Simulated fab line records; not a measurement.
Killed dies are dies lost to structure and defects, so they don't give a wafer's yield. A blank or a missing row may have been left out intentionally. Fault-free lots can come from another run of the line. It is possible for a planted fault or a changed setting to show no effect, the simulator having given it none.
The tool behind it: which one? / flow sky130 / route of 708 steps, sampled at 1 step: 11 lots, 32 wafers

== WHAT THE GAUGES READ, wafer by wafer ==
SKY_METAL4_OVL_MEAS_14.
lot=L881; measured=day 41 12:53; on=overlay-01; METAL4_OVL (nm)=2 8 3
lot=L884; measured=day 42 13:40; on=overlay-02; METAL4_OVL (nm)=-2 -10 -1
lot=L886; measured=day 43 07:47; on=overlay-02; METAL4_OVL (nm)=-4 -11 -13
lot=L887; measured=day 43 09:35; on=overlay-02; METAL4_OVL (nm)=0 2 -1
lot=L888; measured=day 43 17:31; on=overlay-02; METAL4_OVL (nm)=8 9 6
lot=L895; measured=day 45 17:40; on=overlay-02; METAL4_OVL (nm)=-7 -8 -6
lot=L896; measured=day 46 01:43; on=overlay-02; METAL4_OVL (nm)=-8 -8
lot=L901; measured=day 46 23:47; on=overlay-02; METAL4_OVL (nm)=8 2 10
lot=L902; measured=day 47 05:19; on=overlay-02; METAL4_OVL (nm)=-11 -17 -10
lot=L903; measured=day 47 11:51; on=overlay-01; METAL4_OVL (nm)=-10 -5 -2
lot=L904; measured=day 47 18:34; on=overlay-01; METAL4_OVL (nm)=-1 -2 3

== EACH LOT AND THE TOOL THAT RAN IT (in order: tool; ch and the chambers of the sampled wafers; start) ==
The record holds no process step before these readings.

== THE ANSWER, worked out from the rows above alone ==
Rule: the lots themselves supply what counts as usual. The widest of any qualifying gaps counts: lots, ordered by their means at a reading, are off when they make up no more than a third of the lots, leave a main group of 4 or more, and stand apart from it by 3 or more times the standard deviation of that group's means. If all means in a main group match to the digits the tables above print for the reading, that group is not used. Also off: a lot with no number at a reading for which 4 or more lots have one. The other lots that the step has rows for count as sound.
Across all readings shown, no lot is off: no conclusion can be drawn from this.

== WHAT HAD BEEN PUT IN BY THE SIMULATOR ==
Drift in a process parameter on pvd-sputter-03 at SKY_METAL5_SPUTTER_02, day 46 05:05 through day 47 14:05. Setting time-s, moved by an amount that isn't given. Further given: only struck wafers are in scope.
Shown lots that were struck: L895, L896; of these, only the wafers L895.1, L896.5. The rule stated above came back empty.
